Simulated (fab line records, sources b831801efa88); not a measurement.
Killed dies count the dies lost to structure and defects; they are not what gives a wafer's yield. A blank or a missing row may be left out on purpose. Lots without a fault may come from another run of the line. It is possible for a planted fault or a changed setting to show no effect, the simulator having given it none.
Chamber matching ; flow sky130 ; 4 sister chambers for SKY_PAD_OPEN_ETCH_07 on rie-diel-01
The step etches the open film in CF4/O2, stops on AlCu, target depth 725 nm, time 161.1 s. 8 wafers are shown with their chamber, then 8 later ones without.

WAFERS PAIRED WITH THEIR CHAMBERS
wafer;chamber;throttle-valve-pct (%);oes-product-au (a.u.)
L080.2;0;5.955;0.979
L080.4;3;5.965;0.976
L080.5;2;5.970;0.982
L080.6;1;5.964;0.989
L082.1;1;5.965;0.971
L082.2;2;5.953;0.971
L082.3;0;5.951;0.975
L082.4;3;5.942;0.974

WAFERS WHOSE CHAMBER IS MISSING
wafer;throttle-valve-pct (%);oes-product-au (a.u.)
L082.5;5.966;0.989
L082.6;5.965;0.976
L086.1;5.980;0.965
L086.2;5.952;0.974
L086.3;5.956;0.981
L086.4;5.968;0.974
L086.5;5.969;0.990
L086.6;5.976;0.979

THE CHAMBER EACH PASSED THROUGH
wafer;from the rows above;in truth
L082.5;can't be placed: 1 or 2 or 0 or 3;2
L082.6;can't be placed: 2 or 1 or 3 or 0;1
L086.1;can't be placed: 2 or 1 or 3 or 0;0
L086.2;can't be placed: 3 or 0 or 2 or 1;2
L086.3;can't be placed: 0 or 2 or 3 or 1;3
L086.4;can't be placed: 2 or 1 or 3 or 0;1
L086.5;can't be placed: 1 or 2 or 0 or 3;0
L086.6;can't be placed: 1 or 2 or 3 or 0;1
Correct placement for 0 of the 8. Can't be placed from these rows: 8 (the true chamber is among the candidates in 8). Number placed wrongly: 0.
How it was worked out, from the rows above alone: a wafer's distance from a chamber is the root of the sum, over the readings, of the square of ((its reading less the chamber's mean) divided by the reading's scatter). The wafer belongs to the nearest chamber; if the next one is less than 2 further off, it can't be placed. Each chamber's mean is taken over the wafers shown for it. The scatter is the square root of a quotient: the sum, over the shown wafers, of each reading's squared deviation from its chamber's mean, divided by wafers minus chambers.
